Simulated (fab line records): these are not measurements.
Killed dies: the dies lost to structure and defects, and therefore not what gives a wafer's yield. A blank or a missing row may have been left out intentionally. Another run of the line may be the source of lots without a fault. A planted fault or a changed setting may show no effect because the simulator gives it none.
A struck lot beside a sound one    flow gf180mcu    18 steps out of a route of 602
Sound: wafers L737.2, L737.3, L737.5. Struck: wafer L751.2; the same lot's L751.3 was not struck, so it is left out; see the end for the cause.
Order at every step that has rows: each side's tool, ch and its chambers, its first start. Under that, the readings that differ: sound wafers    struck wafers    difference of the means    sigmas: that difference in standard deviations of wafers without a fault.
alike: words and numbers the same on both sides, and readings whose means are apart by under 2 such deviations; not compared: readings that were withheld, readings missing a value for some wafer, numbers with overlapping values and no deviation given by the record, and bounds like >300 which may hide the same value.
A row with sigmas, a row that says differs or no value, or rows on one side alone: a step with any of these is where the two part. Non-overlapping numbers with no deviation appear without sigmas and do not part them. A reading missing from all wafers of one side parts the sides only when that side holds two or more wafers.

first, 2 steps without rows for these wafers: GF_CONTACT_PEB_12 (peb time 90 s); GF_CONTACT_DEVELOP_13 (develop time 60 s).
GF_CONTACT_CD_MEAS_14 targets a cd of 220 nm.
  sound: cd_sem-02 at day 18 20:56; struck: cd_sem-01 at day 23 22:23
  alike: cd_nm
GF_CONTACT_OVL_MEAS_15:
  sound: overlay-02 at day 18 21:03; struck: overlay-02 at day 23 22:29
  alike: CONTACT_OVL
GF_CONTACT_ETCH_16: etches BARC in N2/H2.
  sound on rie_diel-01 ch 0,1,3, day 18 21:05; struck on rie_diel-04 ch 0, day 23 22:31
  alike: drypump_motor_current_A, h2_flow_sccm, oes_product_au, throttle_valve_pct
GF_CONTACT_ETCH_17: etches SiO2 in C4F8/O2/Ar, stops on CoSi2, target depth 860 nm.
  sound on rie_diel-01 ch 0,1,3; struck on rie_diel-04 ch 0
  alike: oes_product_au
GF_CONTACT_STRIP_18: strips in O2/N2.
  sound on plasma_asher-04 ch 0,1, day 18 21:14; struck on plasma_asher-03 ch 1, day 23 22:41
  alike: drypump_motor_current_A, heater_power_w, o2_flow_sccm, oes_product_au
  not compared: rf_hours_counter_h
then, 4 steps without rows for these wafers: GF_CONTACT_CLEAN_19 (cleans in SPM); GF_CONTACT_CLEAN_20 (cleans in DIW); GF_CONTACT_CLEAN_21 (cleans in dHF, time 20 s); GF_CONTACT_SPUTTER_22 (material Ti, target thk 15 nm, time 80.02 s).
GF_CONTACT_SPUTTER_23: material TiN, target thk 10 nm, time 40 s.
  sound: pvd_sputter-01 at day 18 21:37; struck: pvd_sputter-03 at day 23 23:03
  alike: throttle_valve_pct
GF_CONTACT_CVD_24: deposits W, target thk 300 nm, time 90.339 s.
  sound on cvd_w-02 ch 0,1, day 18 21:39; struck on cvd_w-02 ch 0, day 23 23:05
reading                                sound              struck  difference  sigmas
model.W_of_CONTACT_CVD_24.thk_nm (nm)  299.5 300.3 292.6  246.7   -50.8       
  alike: heater_power_w
GF_CONTACT_RS_MEAS_25: a four-point-probe measurement.
  sound: film_metro-04 at day 18 21:46; struck: film_metro-01 at day 23 23:13
reading                sound              struck  difference  sigmas
CONTACT_W_RS (ohm/sq)  0.383 0.382 0.392  0.466   +0.080      +18
GF_CONTACT_THK_MEAS_26: measures by xrf.
  sound: film_metro-04 at day 18 21:53; struck: film_metro-01 at day 23 23:19
reading             sound        struck  difference  sigmas
CONTACT_W_THK (nm)  298 299 290  246     -50         -11
GF_CONTACT_CMP_27: polishes, stops on SiO2, t overpolish 15 s, target thk 0 nm.
  sound on cmp-02 ch 0,2, day 18 21:59; struck on cmp-02 ch 3, day 23 23:22
reading                 sound     struck  difference  sigmas
time_to_endpoint_s (s)  74 77 73  65      -10         -3
  alike: motor_current_A
GF_M1_SPUTTER_00: material Ti, target thk 37.5 nm, time 150 s.
  sound: pvd_sputter-02 at day 18 22:14; struck: pvd_sputter-02 at day 23 23:40
  alike: throttle_valve_pct
after that, 1 step had no rows for these wafers: GF_PASSIVATION_PROBE_99.

## WHERE THEY PART
At GF_CONTACT_RS_MEAS_25 first; at GF_CONTACT_CMP_27 last (within this record only). Later steps at which nothing parts them and some readings are alike: GF_M1_SPUTTER_00.

WHY: whatever the simulator had introduced
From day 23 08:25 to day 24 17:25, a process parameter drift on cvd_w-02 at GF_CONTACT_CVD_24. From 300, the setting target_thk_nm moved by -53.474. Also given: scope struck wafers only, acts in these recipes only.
